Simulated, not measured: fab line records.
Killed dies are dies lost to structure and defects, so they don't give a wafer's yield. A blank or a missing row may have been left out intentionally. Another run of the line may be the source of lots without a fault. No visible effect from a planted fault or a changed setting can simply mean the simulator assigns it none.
Struck lot and sound lot, side by side / flow gf180mcu / 18 out of 602 route steps
Sound: wafers L529.4, L529.5, L529.6. Wafers L541.1, L541.3, L541.4 were the ones struck. The cause comes at the end.
Order at every step that has rows: each side's tool, ch and its chambers, its first start. Under that, the readings that differ: sound wafers / struck wafers / difference of the means / sigmas: that difference in standard deviations of wafers without a fault.
alike: readings whose means differ by less than 2 such deviations, and words and numbers that are the same on both sides. not compared: withheld readings, readings that some wafer has no value for, bounds like >300 that may hide the same value, and numbers for which the record gives no deviation and whose values overlap.
Wherever a step has rows on one side only, a row that says differs or no value, or a row with sigmas, the two part there. Numbers that don't overlap but have no deviation are shown without sigmas and don't part them. A reading missing from all wafers of one side parts the sides only when that side holds two or more wafers.

first, 6 steps without rows for these wafers: GF_M1_HMDS_08 (prime time 60 s); GF_M1_COAT_09 (resist thk 1000 nm); GF_M1_SOFTBAKE_10 (time 60 s); GF_M1_EXPOSE_11 (exposes mask Metal1, target cd 230 nm); GF_M1_PEB_12 (peb time 90 s); GF_M1_DEVELOP_13 (develop time 60 s).
GF_M1_CD_MEAS_14: target cd 230 nm.
  sound: cd-sem-01 at day 16 23:38; struck: cd-sem-02 at day 21 03:45
  alike: cd-nm
GF_M1_OVL_MEAS_15:
  sound: overlay-01 at day 16 23:43; struck: overlay-01 at day 21 03:52
  alike: M1_OVL
GF_M1_METAL_ETCH_16: etches the open film in Cl2/BCl3, stops on SiO2, target depth 750.8 nm, time 125.1 s.
  sound on rie-metal-03 ch 0,1, day 16 23:47; struck on rie-metal-01 ch 0, day 21 03:54
  alike: drypump-motor-current-A, oes-product-au, throttle-valve-pct
  not compared: rf-hours-counter-h
GF_M1_STRIP_17: strips in O2/N2.
  sound on plasma-asher-01 ch 0,1, day 16 23:54; struck on plasma-asher-01 ch 0,1, day 21 04:10
  alike: drypump-motor-current-A, heater-power-w, o2-flow-sccm, oes-product-au, strip-time-to-endpoint-s
  not compared: rf-hours-counter-h
then, 2 steps without rows for these wafers: GF_M1_STRIP_18 (strips in post etch residue remover, time 1200 s); GF_M1_CLEAN_19 (cleans in DIW).
GF_V1_CVD_00: deposits SiO2, target thk 600 nm, time 100 s.
  sound on hdpcvd-01 ch 0,1,2, day 17 00:29; struck on hdpcvd-02 ch 0,1,2, day 21 04:43
  no value came back on the struck wafers for pressure-mtorr (mTorr), run-length-s (s); on the sound wafers pressure-mtorr (mTorr) reads 6.003 6.017 5.990
GF_V1_CVD_02: deposits SiO2 from TEOS, target thk 850 nm, time 94.851 s.
  sound on pecvd-04 ch 0,1,2, day 17 00:37; struck on pecvd-02 ch 0,2, day 21 04:52
  alike: heater-power-outer-w, heater-power-w
GF_V1_CMP_04: polishes SiO2.
  sound on cmp-01 ch 1,2,3, day 17 00:48; struck on cmp-02 ch 0,1,2, day 21 04:59
  alike: edge-zone-pressure-frac, motor-current-A, slurry-flow-ml-min
GF_V1_BOW_MEAS_05:
  sound: film-metro-04 at day 17 01:04; struck: film-metro-01 at day 21 05:17
reading=V1_BOW (um); sound=86 84 78; struck=64 52 59; difference=-24; sigmas=-3
then, 1 step without rows for these wafers: GF_V1_DEHYDRATE_06 (time 60 s).
-- the record jumps here: 11 days lie between the struck wafers' starts before and after (it left off in module V1 and takes up again in module PASSIVATION, whose first step shown is number 602 of the route) --
GF_PASSIVATION_PROBE_99:
  record: rows for the struck wafers here (prober-01, day 32 03:05), none for the sound ones

## WHERE THEY PART
First at GF_V1_CVD_00; last, within this record, at GF_PASSIVATION_PROBE_99.

WHY: what had been put in by the simulator
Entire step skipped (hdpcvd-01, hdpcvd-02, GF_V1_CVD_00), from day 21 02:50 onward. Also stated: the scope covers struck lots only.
